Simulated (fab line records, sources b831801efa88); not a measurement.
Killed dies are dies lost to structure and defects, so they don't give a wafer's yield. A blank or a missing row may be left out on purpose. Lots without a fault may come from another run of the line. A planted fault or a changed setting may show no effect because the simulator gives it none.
fab line records | flow sky130
record lots=6 wafers=18 last_day=50
route steps=708 shown VIA3@576
lots that met no fault: from a run of the same line without faults
start_h: hours from the record's first day to the start of the lot's first wafer shown | wait_h: hours since the lot's step before | " the same as in the row above | L1.1+2: a row that stands for several wafers | - no value, or no start given | * or withheld: withheld | < > ~ a bound
route shown NAME@n: a module of which the file shows steps, and the number in the route of the first | usual: mean/standard deviation of fault-free wafers | same: alike in all rows | chamber/n: place in a boat | sites: the reading at each site | _std_site: their standard deviation | _edge_site: outer sites' mean less inner sites' | radius_mm: how far each site lies from the wafer's centre | mask NAME#n: copy n | behind: the tool/chamber that last shaped the wafer | hold: why the lot was held/for how many hours/how that ended | device: the transistor (n, p or np) that didn't switch | end of line: the same wafers' tests at the end of the route | a step without rows: its recipe alone | killed: dies lost to structure and defects at the first sort, not the wafer's yield | map: a wafer's dies, x killed, . not, _ none there
set.NAME: the setting as run; set.NAME@STEP: as run at that earlier step | model.NAME: the simulator's own value behind a step, which no gauge read
lots at some steps of the route; a table a step, a row a wafer
services: from which hour (start_h, from the record's first day; less than 0 if before it) a tool's chamber was out of use, for how many hours, and why
## steps
# step SKY_VIA3_BOW_MEAS_03
# recipe mode=bow
# usual VIA3_BOW=79/7.3
# columns lot.wafer tool chamber start_h wait_h VIA3_BOW[um]
L678.3 film_metro-01 - 951.97 0.3 74
L678.4 " - " " 81
L678.5 " - " " 77
L681.1 film_metro-01 - 975.27 0.2 89
L681.2 " - " " 81
L681.5 " - " " 78
L682.2 film_metro-03 - 986.89 0.3 66
L682.3 " - " " 78
L682.6 " - " " 76
L683.1 film_metro-03 - 988.83 0.1 76
L683.5 " - " " 79
L683.6 " - " " 87
L686.1 film_metro-04 - 1008.17 0.1 67
L686.2 " - " " 73
L686.5 " - " " 67
L694.2 film_metro-04 - 1056.14 0.3 82
L694.3 " - " " 79
L694.6 " - " " 79
# step SKY_VIA3_DEHYDRATE_04
# recipe temp_c=200 time_s=60
# step SKY_VIA3_HMDS_05
# recipe prime_time_s=60 prime_temp_c=120
# step SKY_VIA3_COAT_06
# recipe resist=BARC temp_c=withheld time_s=withheld spin_rpm=3000 resist_thk_nm=60
# step SKY_VIA3_COAT_07
# recipe resist=KrF-thick spin_rpm=3000 resist_thk_nm=450
# step SKY_VIA3_SOFTBAKE_08
# recipe temp_c=100 time_s=90 resist=KrF-thick
# step SKY_VIA3_EXPOSE_09
# recipe mask_id=VIM3 na=0.8 source_shape=annular sigma_inner=0.55 sigma_outer=0.85 target_cd_nm=200 dose_mj=38
# step SKY_VIA3_PEB_10
# recipe peb_temp_c=withheld peb_time_s=withheld resist=KrF-thick
# step SKY_VIA3_DEVELOP_11
# recipe develop_time_s=60 resist=KrF-thick dev_temp_c=21
# step SKY_VIA3_CD_MEAS_12
# recipe target_cd_nm=200
# usual cd_nm=200.4/1.5
# columns lot.wafer tool chamber start_h wait_h cd_nm
L678.3 cd_sem-02 - 976.13 - 200.2
L678.4 " - " " 199.6
L678.5 " - " " 200.9
L681.1 cd_sem-01 - 999.21 - 201.0
L681.2 " - " " 201.1
L681.5 " - " " 200.8
L682.2 cd_sem-02 - 1010.91 - 198.9
L682.3 " - " " 197.7
L682.6 " - " " 199.2
L683.1 cd_sem-02 - 1012.04 - 201.6
L683.5 " - " " 203.1
L683.6 " - " " 201.5
L686.1 cd_sem-02 - 1030.46 - 202.2
L686.2 " - " " 201.8
L686.5 " - " " 202.8
L694.2 cd_sem-02 - 1077.43 - 202.4
L694.3 " - " " 202.0
L694.6 " - " " 202.5
# step SKY_VIA3_OVL_MEAS_13
# usual VIA3_OVL=-1/5.3
# columns lot.wafer tool chamber start_h wait_h VIA3_OVL[nm]
L678.3 overlay-02 - 976.22 0.1 -7
L678.4 " - " " 2
L678.5 " - " " -10
L681.1 overlay-02 - 999.33 0.1 -8
L681.2 " - " " -7
L681.5 " - " " -7
L682.2 overlay-02 - 1011.02 0.1 -9
L682.3 " - " " -4
L682.6 " - " " -8
L683.1 overlay-02 - 1012.16 0.1 10
L683.5 " - " " 8
L683.6 " - " " 5
L686.1 overlay-01 - 1030.58 0.1 -10
L686.2 " - " " -5
L686.5 " - " " -14
L694.2 overlay-02 - 1077.54 0.1 1
L694.3 " - " " 1
L694.6 " - " " -6
# step SKY_VIA3_ETCH_14
# recipe chemistry=N2/H2 target=BARC ion_energy_ev=200 source_w=500 bias_w=100 pressure_mtorr=30 n2_flow_sccm=100 h2_flow_sccm=200 stop_on=SiO2 time_s=45.9 target_depth_a=600
# usual bias_w=100.0/0.33 chamber_pressure_mTorr=29.998/0.028 drypump_motor_current_A=5.6/0.68 oes_product_au=0.854/0.0048 throttle_valve_pct=13.226/0.0094
# columns lot.wafer tool chamber start_h wait_h bias_w chamber_pressure_mTorr drypump_motor_current_A oes_product_au rf_hours_counter_h throttle_valve_pct
L678.3 rie_diel-02 1 976.25 0.0 99.9 30.022 4.8 0.847 9 13.227
L678.4 " 0 " " 99.7 29.997 5.2 0.856 27 13.214
L678.5 " 2 " " 100.1 29.994 6.6 0.854 - 13.222
L681.1 rie_diel-04 1 999.37 0.0 99.4 30.015 5.1 0.859 20 13.229
L681.2 " 2 " " 100.1 29.981 6.4 0.852 21 13.226
L681.5 " 2 " " 100.2 30.020 6.4 0.854 - 13.209
L682.2 rie_diel-04 2 1011.05 0.0 99.8 29.991 6.5 0.847 22 13.233
L682.3 " 0 " " 99.9 29.967 5.5 0.857 5 13.226
L682.6 " 2 " " 99.5 30.035 6.5 0.852 - 13.216
L683.1 rie_diel-04 1 1012.20 0.0 100.4 30.045 5.0 0.854 21 13.230
L683.5 " 1 " " 100.0 30.027 5.0 0.855 - 13.220
L683.6 " 0 " " 100.2 30.001 5.5 0.852 - 13.228
L686.1 rie_diel-01 2 1030.62 0.0 100.5 29.960 6.7 0.851 8 13.238
L686.2 " 1 " " 100.1 30.014 5.1 0.850 9 13.241
L686.5 " 2 " " 100.1 30.022 6.7 0.853 - 13.220
L694.2 rie_diel-02 2 1077.57 0.0 100.3 29.970 6.6 0.849 11 13.231
L694.3 " 0 " " 100.3 30.003 5.2 0.853 30 13.230
L694.6 " 0 " " 99.7 30.004 5.2 0.846 - 13.232
# step SKY_VIA3_ETCH_15
# recipe target=SiO2 chemistry=C4F8/O2/Ar target_depth_nm=507 stop_on=TiN mask_material=KrF-thick source_w=1500 bias_w=1200 pressure_mtorr=40 c4f8_flow_sccm=withheld O2_flow_sccm=6 Ar_flow_sccm=300 time_s=78
# usual bias_w=1200/3.7 chamber_pressure_mTorr=40.00/0.035 oes_product_au=0.946/0.0044
# columns lot.wafer tool chamber start_h wait_h bias_w chamber_pressure_mTorr oes_product_au rf_hours_counter_h model.KrF-thick_of_VIA3_COAT_07.thk_nm
L678.3 rie_diel-02 1 976.29 0.0 1198 40.04 0.956 9 292.3
L678.4 " 0 " " 1205 40.03 0.944 27 290
L678.5 " 2 " " 1204 39.96 0.952 - 293.9
L681.1 rie_diel-04 1 999.41 0.0 1200 40.00 0.949 20 288.8
L681.2 " 2 " " 1203 39.97 0.942 21 291.9
L681.5 " 2 " " 1200 39.96 0.953 - 292.3
L682.2 rie_diel-04 2 1011.09 0.0 - - - - 393.6
L682.3 " 0 " " - - - - 395.3
L682.6 " 2 " " - - - - 393.5
L683.1 rie_diel-04 1 1012.24 0.0 - - - - 393.5
L683.5 " 1 " " - - - - 394.6
L683.6 " 0 " " - - - - 394.4
L686.1 rie_diel-01 2 1030.66 0.0 1199 40.03 0.947 8 292.5
L686.2 " 1 " " 1195 39.97 0.946 9 289.7
L686.5 " 2 " " 1204 40.02 0.952 - 291.9
L694.2 rie_diel-02 2 1077.61 0.0 1195 39.97 0.952 11 298.9
L694.3 " 0 " " 1200 39.97 0.948 30 291.8
L694.6 " 0 " " 1195 39.99 0.945 - 292.4
# step SKY_VIA3_STRIP_16
# recipe chemistry=O2/N2 power_w=1400 pressure_mtorr=1500 platen_temp_c=withheld o2_flow_sccm=3000 n2_flow_sccm=300 overash_fraction=0.5
# usual chamber_pressure_mTorr=1500.0/1.4 drypump_motor_current_A=5.94/0.23 oes_product_au=0.403/0.0044 strip_time_to_endpoint_s=4.15/0.03
# columns lot.wafer tool chamber start_h wait_h chamber_pressure_mTorr drypump_motor_current_A oes_product_au rf_hours_counter_h strip_time_to_endpoint_s
L678.3 plasma_asher-03 1 976.38 0.1 1501.8 6.13 0.397 - 4.13
L678.4 " 0 " " 1500.1 5.66 0.401 - 4.11
L678.5 " 0 " " 1498.8 5.65 0.405 - 4.15
L681.1 plasma_asher-03 1 999.47 0.0 1501.6 6.16 0.404 25 4.10
L681.2 " 0 " " 1499.2 5.68 0.401 25 4.14
L681.5 " 0 " " 1503.0 5.65 0.399 - 4.14
L682.2 plasma_asher-04 0 1011.15 0.0 1500.7 6.01 0.451 60 5.20
L682.3 " 1 " " 1500.7 5.93 0.447 - 5.23
L682.6 " 0 " " 1501.5 6.01 0.446 - 5.19
L683.1 plasma_asher-04 0 1012.30 0.0 1499.3 6.03 0.456 60 5.21
L683.5 " 1 " " 1497.4 5.94 0.442 - 5.22
L683.6 " 0 " " 1500.6 6.03 0.443 - 5.22
L686.1 plasma_asher-04 1 1030.72 0.0 1497.2 5.91 0.404 61 4.14
L686.2 " 0 " " 1502.3 6.01 0.403 61 4.13
L686.5 " 1 " " 1500.5 5.94 0.405 - 4.14
L694.2 plasma_asher-01 0 1077.67 0.0 1502.7 6.29 0.409 1 4.21
L694.3 " 1 " " 1502.6 5.65 0.404 - 4.15
L694.6 " 1 " " 1498.8 5.65 0.399 - 4.15
# step SKY_VIA3_STRIP_17
# recipe chemistry=post_etch_residue_remover time_s=1200 temp_c=72.5
## services
# columns tool chamber start_h hours kind
plasma_asher-04 - 977.56 0.6 repair
rie_diel-02 0 980.81 16.0 repair
rie_diel-01 3 986.59 2.6 repair
rie_diel-02 3 987.27 14.8 repair
rie_diel-02 3 1043.51 118.2 repair
plasma_asher-01 - 1055.25 9.0 pm
plasma_asher-01 0 1055.25 9.0 vent_cycle
plasma_asher-01 1 1055.25 9.0 vent_cycle
plasma_asher-01 0 1064.25 - clean
plasma_asher-01 1 1064.25 - clean
rie_diel-04 2 1068.15 3.8 repair
rie_diel-01 2 1070.93 2.9 repair
rie_diel-01 1 1073.00 3.9 repair
rie_diel-01 1 1076.89 2.8 repair
## key
first_sign step=SKY_VIA3_ETCH_15 reading=tool_record direction=missing
effect step=SKY_VIA3_STRIP_16 reading=strip_time_to_endpoint_s direction=up sigmas=35 usual=* struck=*
model_effect step=SKY_VIA3_ETCH_15 value=KrF-thick_of_VIA3_COAT_07.thk_nm without=294.1 struck=394.1
met_at SKY_VIA3_ETCH_15
struck_wafers L682.2,L682.3,L682.6,L683.1,L683.5,L683.6
later_rows_left_out L682.2,L682.3,L682.6,L683.1,L683.5,L683.6
sort_left_out L682.2,L682.3,L682.6,L683.1,L683.5,L683.6
tester_left_out L682
onset_between 999.41 1011.09
earlier_fault kind=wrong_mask tool=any chamber=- onset_h=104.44 steps=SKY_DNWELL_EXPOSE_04 aux_copy=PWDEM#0 scope=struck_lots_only
earlier_fault kind=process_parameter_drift tool=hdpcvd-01 chamber=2 onset_h=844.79 steps=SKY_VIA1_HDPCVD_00 channel=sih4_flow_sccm offset=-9 shape=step acts_in=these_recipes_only stated=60
fault kind=skipped_step_whole tool=rie_diel-04 chamber=- onset_h=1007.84 steps=SKY_VIA3_ETCH_15 scope=struck_lots_only
# tester_left_out: of these lots the tester's yield and bins aren't shown, on N5 and GAA mostly nor the transistor test; their killed dies are dies lost to structure and defects alone, not to doping, threshold or leakage, so they don't give the yield
# sort_left_out: the simulated sort isn't trusted on such a fault, so these wafers' sort isn't shown, and their yield isn't known
# later_rows_left_out: the simulator's readings of these wafers behind a module that went badly wrong aren't trusted and aren't shown, but for the sort
